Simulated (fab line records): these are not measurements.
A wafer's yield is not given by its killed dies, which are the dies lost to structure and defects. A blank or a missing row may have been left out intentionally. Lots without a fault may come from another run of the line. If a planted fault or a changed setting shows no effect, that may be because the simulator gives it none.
Matching of chambers ; flow gf180mcu ; 4 sister chambers for GF_STI_CMP_25 on cmp-01
The step polishes, stops on Si3N4, t overpolish 33 s, target thk 524.6 nm. 8 wafers are shown with their chamber, then 12 later ones without.

WAFERS WITH THEIR CHAMBER
wafer;chamber;motor-current-A (A);time-to-endpoint-s (s)
L082.3;0;12.6;128
L083.6;0;12.2;133
L087.6;3;11.3;126
L088.1;2;11.5;119
L088.5;1;10.0;123
L089.1;2;11.4;117
L089.3;3;12.7;117
L089.4;1;10.3;125

WAFERS WITHOUT THEIR CHAMBER
wafer;motor-current-A (A);time-to-endpoint-s (s)
L093.1;12.4;124
L093.5;11.0;117
L093.6;10.4;126
L095.1;10.9;121
L095.4;12.6;126
L095.6;12.1;120
L096.3;11.1;124
L096.4;12.1;127
L096.6;9.6;123
L097.2;10.7;123
L097.5;10.1;127
L097.6;11.0;120

THE CHAMBER EACH PASSED THROUGH
wafer;from the rows above;in truth
L093.1;can't be placed: 3 or 0 or 2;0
L093.5;can't be placed: 2 or 3 or 1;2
L093.6;1;1
L095.1;can't be placed: 2 or 1 or 3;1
L095.4;can't be placed: 0 or 3 or 2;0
L095.6;can't be placed: 3 or 2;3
L096.3;can't be placed: 2 or 1 or 3 or 0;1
L096.4;can't be placed: 0 or 3 or 2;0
L096.6;1;1
L097.2;can't be placed: 1 or 2 or 3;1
L097.5;1;1
L097.6;can't be placed: 2 or 1 or 3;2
Correct placement for 3 of the 12. Cannot be placed on the basis of these rows: 9; the candidates contain the true chamber in 9. Number placed wrongly: 0.
How it was worked out, from the rows above alone: a wafer's distance from a chamber is the root of the sum, over the readings, of the square of ((its reading less the chamber's mean) divided by the reading's scatter). If the next closest chamber is less than 2 further off than the closest, the wafer can't be placed; otherwise it belongs to the closest. For every chamber, the mean is computed from those of its wafers that are shown. The scatter is the square root of a quotient: the sum, over the shown wafers, of each reading's squared deviation from its chamber's mean, divided by wafers minus chambers.
